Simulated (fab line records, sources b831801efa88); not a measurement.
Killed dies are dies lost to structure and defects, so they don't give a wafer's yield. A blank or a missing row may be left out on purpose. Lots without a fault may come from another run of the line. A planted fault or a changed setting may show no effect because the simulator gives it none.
A struck lot beside a sound one | flow sky130 | 43 steps out of a route of 708
Sound: wafers L232.1, L232.2, L232.4. Struck: wafers L240.1, L240.2, L240.4. The cause comes at the end.
At each step with rows: each side's tool, then ch and its chambers, then its first start. Under that, the readings that differ: sound wafers | struck wafers | difference of the means | sigmas: that difference in standard deviations of wafers without a fault.
alike: readings whose means differ by less than 2 such deviations, and words and numbers that are the same on both sides. not compared: withheld readings, readings that some wafer has no value for, bounds like >300 that may hide the same value, and numbers for which the record gives no deviation and whose values overlap.
The two part at a step that has a row with sigmas, a row that says differs or no value, or rows on one side only. Numbers that don't overlap but have no deviation are shown without sigmas and don't part them. A reading that every wafer of one side lacks parts them only if that side has two wafers or more.

first, 3 steps without rows for these wafers: SKY_LDD_P_EXPOSE_04 (exposes mask PSDM, target cd 380 nm); SKY_LDD_P_PEB_05; SKY_LDD_P_DEVELOP_06 (develop time 60 s).
SKY_LDD_P_CD_MEAS_07: target cd 380 nm.
  sound on cd_sem-02, day 18 22:05; struck on cd_sem-01, day 22 01:37
  reading    | sound             | struck            | difference | sigmas
  cd_nm (nm) | 382.5 381.3 381.2 | 376.1 378.6 378.6 | -3.9       | -2
SKY_LDD_P_OVL_MEAS_08:
  sound on overlay-02, day 18 22:12; struck on overlay-02, day 22 01:44
  alike: LDD_P_OVL
then, 1 step without rows for these wafers: SKY_LDD_P_IMPLANT_09.
SKY_LDD_P_STRIP_10: strips in O2/N2.
  sound on plasma_asher-02 ch 0,1, day 18 22:23; struck on plasma_asher-04 ch 0,1, day 22 01:55
  alike: chamber_pressure_mTorr, drypump_motor_current_A, oes_product_au, strip_time_to_endpoint_s
  not compared: rf_hours_counter_h
SKY_LDD_P_TW_MEAS_11:
  sound on film_metro-01, day 18 22:29; struck on film_metro-01, day 22 02:01
  alike: LDD_P_TW
then, 4 steps without rows for these wafers: SKY_LDD_HVN_DEHYDRATE_00 (time 60 s); SKY_LDD_HVN_HMDS_01 (prime time 60 s); SKY_LDD_HVN_COAT_02 (resist thk 300 nm); SKY_LDD_HVN_SOFTBAKE_03 (time 60 s).
SKY_LDD_HVN_EXPOSE_04: exposes mask HVNTM, target cd 700 nm.
  sound on iline_stepper-02 ch 0, day 19 13:19; struck on iline_stepper-02 ch 0, day 22 17:09
  reading | sound                   | struck                  | difference | sigmas
  mask    | HVNTM#0 HVNTM#0 HVNTM#0 | LDNTM#0 LDNTM#0 LDNTM#0 | differs    |
then, 2 steps without rows for these wafers: SKY_LDD_HVN_PEB_05; SKY_LDD_HVN_DEVELOP_06 (develop time 60 s).
SKY_LDD_HVN_OVL_MEAS_07:
  sound on overlay-01, day 20 04:35; struck on overlay-02, day 23 08:35
  reading          | sound          | struck | difference                    | sigmas
  LDD_HVN_OVL (nm) | -1.3 -0.1 -0.4 | - - -  | no value on the struck wafers |
then, 1 step without rows for these wafers: SKY_LDD_HVN_IMPLANT_08.
SKY_LDD_HVN_STRIP_09: strips in O2/N2.
  sound on plasma_asher-02 ch 0,1, day 20 04:46; struck on plasma_asher-03 ch 0,1, day 23 08:46
  alike: chamber_pressure_mTorr, drypump_motor_current_A, oes_product_au, strip_time_to_endpoint_s
  not compared: rf_hours_counter_h
SKY_LDD_HVN_TW_MEAS_10:
  sound on film_metro-03, day 20 04:52; struck on film_metro-02, day 23 08:52
  reading    | sound          | struck   | difference | sigmas
  LDD_HVN_TW | 1449 1447 1454 | 30 30 30 | -1420      | -99 or more
then, 7 steps without rows for these wafers: SKY_LDD_HVP_DEHYDRATE_00 (time 60 s); SKY_LDD_HVP_HMDS_01 (prime time 60 s); SKY_LDD_HVP_COAT_02 (resist thk 300 nm); SKY_LDD_HVP_SOFTBAKE_03 (time 60 s); SKY_LDD_HVP_EXPOSE_04 (exposes mask HVPTM, target cd 700 nm); SKY_LDD_HVP_PEB_05; SKY_LDD_HVP_DEVELOP_06 (develop time 60 s).
SKY_LDD_HVP_OVL_MEAS_07:
  sound on overlay-02, day 21 10:57; struck on overlay-02, day 24 14:49
  alike: LDD_HVP_OVL
then, 1 step without rows for these wafers: SKY_LDD_HVP_IMPLANT_08.
SKY_LDD_HVP_STRIP_09: strips in O2/N2.
  sound on plasma_asher-03 ch 0,1, day 21 11:08; struck on plasma_asher-01 ch 0,1, day 24 15:00
  alike: chamber_pressure_mTorr, drypump_motor_current_A, oes_product_au, strip_time_to_endpoint_s
  not compared: rf_hours_counter_h
SKY_LDD_HVP_TW_MEAS_10:
  sound on film_metro-04, day 21 11:14; struck on film_metro-04, day 24 15:06
  alike: LDD_HVP_TW
then, 7 steps without rows for these wafers: SKY_LDD_LDN_DEHYDRATE_00 (time 60 s); SKY_LDD_LDN_HMDS_01 (prime time 60 s); SKY_LDD_LDN_COAT_02 (resist thk 1140 nm); SKY_LDD_LDN_SOFTBAKE_03 (time 60 s); SKY_LDD_LDN_EXPOSE_04 (exposes mask LDNTM, target cd 700 nm); SKY_LDD_LDN_PEB_05; SKY_LDD_LDN_DEVELOP_06 (develop time 60 s).
SKY_LDD_LDN_OVL_MEAS_07:
  sound on overlay-02, day 22 17:22; struck on overlay-01, day 25 19:59
  alike: LDD_LDN_OVL
then, 4 steps without rows for these wafers: SKY_LDD_LDN_IMPLANT_08; SKY_LDD_LDN_IMPLANT_09; SKY_LDD_LDN_IMPLANT_10; SKY_LDD_LDN_IMPLANT_11.
SKY_LDD_LDN_TW_MEAS_13:
  sound on film_metro-01, day 22 18:06; struck on film_metro-02, day 25 20:43
  reading    | sound          | struck         | difference | sigmas
  LDD_LDN_TW | 1505 1500 1499 | 1812 1800 1812 | +307       | +28

WHERE THEY PART
First at SKY_LDD_P_CD_MEAS_07; last, within this record, at SKY_LDD_LDN_TW_MEAS_13.

WHY: what the simulator had put in
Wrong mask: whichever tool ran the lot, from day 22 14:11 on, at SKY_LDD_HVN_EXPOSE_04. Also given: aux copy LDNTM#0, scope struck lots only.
